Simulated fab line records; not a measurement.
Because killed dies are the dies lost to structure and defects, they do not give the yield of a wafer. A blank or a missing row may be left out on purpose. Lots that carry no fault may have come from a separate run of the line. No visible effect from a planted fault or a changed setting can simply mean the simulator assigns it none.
Which of the tools did it? :: flow sky130 :: 42 wafers from 14 lots sampled at 5 of the route's 708 steps

WHAT THE GAUGES READ, wafer by wafer
SKY_VT_ADJUST_HVTR_OVL_MEAS_08.
lot: L149
measured: day 9 05:09
on: overlay-02
VT_ADJUST_HVTR_OVL (nm): -0.5 -0.3 0.4

lot: L150
measured: day 9 13:24
on: overlay-01
VT_ADJUST_HVTR_OVL (nm): -1.1 -1.3 -0.6

lot: L151
measured: day 9 20:47
on: overlay-02
VT_ADJUST_HVTR_OVL (nm): 1.5 1.5 1.2

lot: L154
measured: day 11 18:37
on: overlay-02
VT_ADJUST_HVTR_OVL (nm): -2.3 1.7 0.3

lot: L153
measured: day 11 20:46
on: overlay-01
VT_ADJUST_HVTR_OVL (nm): 0.7 1.0 0.2

lot: L155
measured: day 12 02:36
on: overlay-02
VT_ADJUST_HVTR_OVL (nm): 0.9 0.8 1.7

lot: L158
measured: day 12 14:30
on: overlay-01
VT_ADJUST_HVTR_OVL (nm): 0.9 1.0 3.4

lot: L161
measured: day 13 06:30
on: overlay-01
VT_ADJUST_HVTR_OVL (nm): 2.9 1.9 4.2

lot: L160
measured: day 13 08:14
on: overlay-02
VT_ADJUST_HVTR_OVL (nm): 1.5 -0.2 1.6

lot: L164
measured: day 14 07:17
on: overlay-02
VT_ADJUST_HVTR_OVL (nm): -0.1 0.3 -1.8

lot: L165
measured: day 14 08:32
on: overlay-01
VT_ADJUST_HVTR_OVL (nm): 0.4 0.6 -0.1

lot: L170
measured: day 16 01:57
on: overlay-02
VT_ADJUST_HVTR_OVL (nm): 2.4 1.6 0.1

lot: L171
measured: day 16 06:17
on: overlay-02
VT_ADJUST_HVTR_OVL (nm): -1.1 1.4 -1.9

lot: L172
measured: day 16 11:05
on: overlay-01
VT_ADJUST_HVTR_OVL (nm): 2.2 -0.3 0.2

SKY_SONOS_TUNNEL_CD_MEAS_07: the cd target is 410 nm.
lot: L149
measured: day 11 02:52
on: cd sem-01
cd nm (nm): 407.7 408.6 408.6

lot: L150
measured: day 11 10:31
on: cd sem-01
cd nm (nm): 406.8 408.4 407.4

lot: L151
measured: day 11 18:35
on: cd sem-01
cd nm (nm): 414.5 412.1 414.7

lot: L154
measured: day 13 20:50
on: cd sem-02
cd nm (nm): 407.8 407.6 408.9

lot: L153
measured: day 13 23:55
on: cd sem-02
cd nm (nm): 410.4 410.5 411.9

lot: L155
measured: day 14 05:07
on: cd sem-02
cd nm (nm): 411.0 411.6 411.0

lot: L158
measured: day 14 18:48
on: cd sem-02
cd nm (nm): 407.0 406.7 407.4

lot: L161
measured: day 15 11:22
on: cd sem-01
cd nm (nm): 410.3 410.9 410.7

lot: L160
measured: day 15 13:51
on: cd sem-02
cd nm (nm): 410.8 410.2 409.8

lot: L164
measured: day 16 12:42
on: cd sem-02
cd nm (nm): 444.9 445.4 446.0

lot: L165
measured: day 16 14:34
on: cd sem-01
cd nm (nm): 442.1 443.0 443.4

lot: L170
measured: day 18 11:06
on: cd sem-01
cd nm (nm): 405.4 403.2 405.8

lot: L171
measured: day 18 15:27
on: cd sem-01
cd nm (nm): 410.1 409.4 409.9

lot: L172
measured: day 18 21:49
on: cd sem-02
cd nm (nm): 411.0 408.8 410.3

SKY_SONOS_ONO_THK_MEAS_01.
lot: L149
measured: day 11 05:04
on: film metro-04
SONOS_ONO_OXIDATION_THK (nm): 2.71 2.62 2.65

lot: L150
measured: day 11 13:04
on: film metro-03
SONOS_ONO_OXIDATION_THK (nm): 2.65 2.64 2.67

lot: L151
measured: day 11 22:13
on: film metro-03
SONOS_ONO_OXIDATION_THK (nm): 2.76 2.78 2.68

lot: L154
measured: day 13 23:35
on: film metro-04
SONOS_ONO_OXIDATION_THK (nm): 2.61 2.58 2.65

lot: L153
measured: day 14 03:35
on: film metro-03
SONOS_ONO_OXIDATION_THK (nm): 2.62 2.64 2.59

lot: L155
measured: day 14 07:46
on: film metro-04
SONOS_ONO_OXIDATION_THK (nm): 2.65 2.62 2.62

lot: L158
measured: day 14 21:24
on: film metro-03
SONOS_ONO_OXIDATION_THK (nm): 2.57 2.60 2.63

lot: L161
measured: day 15 14:22
on: film metro-03
SONOS_ONO_OXIDATION_THK (nm): 2.78 2.73 2.70

lot: L160
measured: day 15 18:09
on: film metro-01
SONOS_ONO_OXIDATION_THK (nm): 2.55 2.57 2.64

lot: L164
measured: day 16 14:41
on: film metro-04
SONOS_ONO_OXIDATION_THK (nm): 2.59 2.57 2.60

lot: L165
measured: day 16 17:57
on: film metro-01
SONOS_ONO_OXIDATION_THK (nm): 2.60 2.63 2.61

lot: L170
measured: day 18 13:20
on: film metro-04
SONOS_ONO_OXIDATION_THK (nm): 2.64 2.58 2.62

lot: L171
measured: day 18 18:37
on: film metro-03
SONOS_ONO_OXIDATION_THK (nm): 2.53 2.52 2.48

lot: L172
measured: day 19 01:11
on: film metro-04
SONOS_ONO_OXIDATION_THK (nm): 2.56 2.61 2.62

SKY_GATE_OXIDE_THK_MEAS_02.
lot: L149
measured: day 12 10:58
on: film metro-02
GATE_OXIDE_OXIDATION_00_THK (nm): 9.82 9.87 9.72

lot: L150
measured: day 12 17:56
on: film metro-04
GATE_OXIDE_OXIDATION_00_THK (nm): 9.64 9.61 9.49

lot: L151
measured: day 13 02:55
on: film metro-03
GATE_OXIDE_OXIDATION_00_THK (nm): 9.34 9.39 9.33

lot: L154
measured: day 15 06:07
on: film metro-02
GATE_OXIDE_OXIDATION_00_THK (nm): 9.42 9.38 9.33

lot: L153
measured: day 15 11:39
on: film metro-03
GATE_OXIDE_OXIDATION_00_THK (nm): 9.53 9.52 9.09

lot: L155
measured: day 15 15:17
on: film metro-04
GATE_OXIDE_OXIDATION_00_THK (nm): 9.80 9.70 9.63

lot: L158
measured: day 16 06:39
on: film metro-04
GATE_OXIDE_OXIDATION_00_THK (nm): 9.53 9.58 9.32

lot: L161
measured: day 17 00:41
on: film metro-04
GATE_OXIDE_OXIDATION_00_THK (nm): 9.42 9.34 9.23

lot: L160
measured: day 17 04:41
on: film metro-03
GATE_OXIDE_OXIDATION_00_THK (nm): 9.32 9.28 9.42

lot: L164
measured: day 17 23:49
on: film metro-02
GATE_OXIDE_OXIDATION_00_THK (nm): 9.54 9.79 9.63

lot: L165
measured: day 18 04:33
on: film metro-02
GATE_OXIDE_OXIDATION_00_THK (nm): 9.96 10.02 9.80

lot: L170
measured: day 20 01:32
on: film metro-03
GATE_OXIDE_OXIDATION_00_THK (nm): 9.33 9.50 9.12

lot: L171
measured: day 20 06:14
on: film metro-03
GATE_OXIDE_OXIDATION_00_THK (nm): 9.42 9.45 9.46

lot: L172
measured: day 20 14:50
on: film metro-02
GATE_OXIDE_OXIDATION_00_THK (nm): 9.23 9.24 9.23

TOOL THAT RAN EACH LOT (tool first, then ch and the chambers of the sampled wafers, then the start)
lot: L149
SKY_SONOS_TUNNEL_COAT_02: litho track-01 ch 0, day 10 15:37

lot: L150
SKY_SONOS_TUNNEL_COAT_02: litho track-01 ch 0, day 10 22:53

lot: L151
SKY_SONOS_TUNNEL_COAT_02: litho track-01 ch 0, day 11 06:38

lot: L154
SKY_SONOS_TUNNEL_COAT_02: litho track-03 ch 0, day 13 07:32

lot: L153
SKY_SONOS_TUNNEL_COAT_02: litho track-02 ch 0, day 13 10:31

lot: L155
SKY_SONOS_TUNNEL_COAT_02: litho track-02 ch 0, day 13 15:51

lot: L158
SKY_SONOS_TUNNEL_COAT_02: litho track-03 ch 0, day 14 05:43

lot: L161
SKY_SONOS_TUNNEL_COAT_02: litho track-03 ch 0, day 14 21:58

lot: L160
SKY_SONOS_TUNNEL_COAT_02: litho track-02 ch 0, day 15 00:18

lot: L164
SKY_SONOS_TUNNEL_COAT_02: litho track-03 ch 0, day 15 23:07

lot: L165
SKY_SONOS_TUNNEL_COAT_02: litho track-03 ch 0, day 16 00:40

lot: L170
SKY_SONOS_TUNNEL_COAT_02: litho track-02 ch 0, day 17 20:39

lot: L171
SKY_SONOS_TUNNEL_COAT_02: litho track-02 ch 0, day 18 00:42

lot: L172
SKY_SONOS_TUNNEL_COAT_02: litho track-02 ch 0, day 18 06:51
- SKY_SONOS_TUNNEL_COAT_02: resist thk 1140 nm.

WHAT THE TOOLS THEMSELVES READ (means of the sampled wafers that have a number; where no wafer has one, the mark that the record gives instead)
The record holds no such reading with a usual standard deviation.

THE ANSWER, worked out from the rows above alone
Rule: the lots themselves supply what counts as usual. The widest of any qualifying gaps counts: lots, ordered by their means at a reading, are off when they make up no more than a third of the lots, leave a main group of 4 or more, and stand apart from it by 3 or more times the standard deviation of that group's means. If all means in a main group match to the digits the tables above print for the reading, that group is not used. A lot without any number at a reading at which 4 lots or more have one is off too. All remaining lots with rows at the step are treated as sound. Order of review: gauges by route order, followed by the tools' own readings, for which a lot's mean as printed above is used. At the first step where some lot is off, the reading lying furthest off is the one used; lots without a number count as furthest.
Off: L164, L165 (SKY_SONOS_TUNNEL_CD_MEAS_07, cd nm). Main group: mean 409.4 nm, sd 2.2.
A tool fits if, at a process step before that reading, it ran every lot that is off, and no sound lot after the first of them. Gauges at SKY_SONOS_TUNNEL_CD_MEAS_07: tried the same way as those tools. One fits: litho track-03 at SKY_SONOS_TUNNEL_COAT_02. Its last sound lot is L161 (day 14 21:58), its first lot that is off L164 (day 15 23:07): a fault that began between those two fits.

WHAT HAD BEEN PUT IN BY THE SIMULATOR
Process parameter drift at SKY_SONOS_TUNNEL_COAT_02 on litho track-03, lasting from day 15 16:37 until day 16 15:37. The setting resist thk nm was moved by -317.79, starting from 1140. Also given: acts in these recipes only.
Shown lots that were struck: L164, L165. The same result came from the rule above.
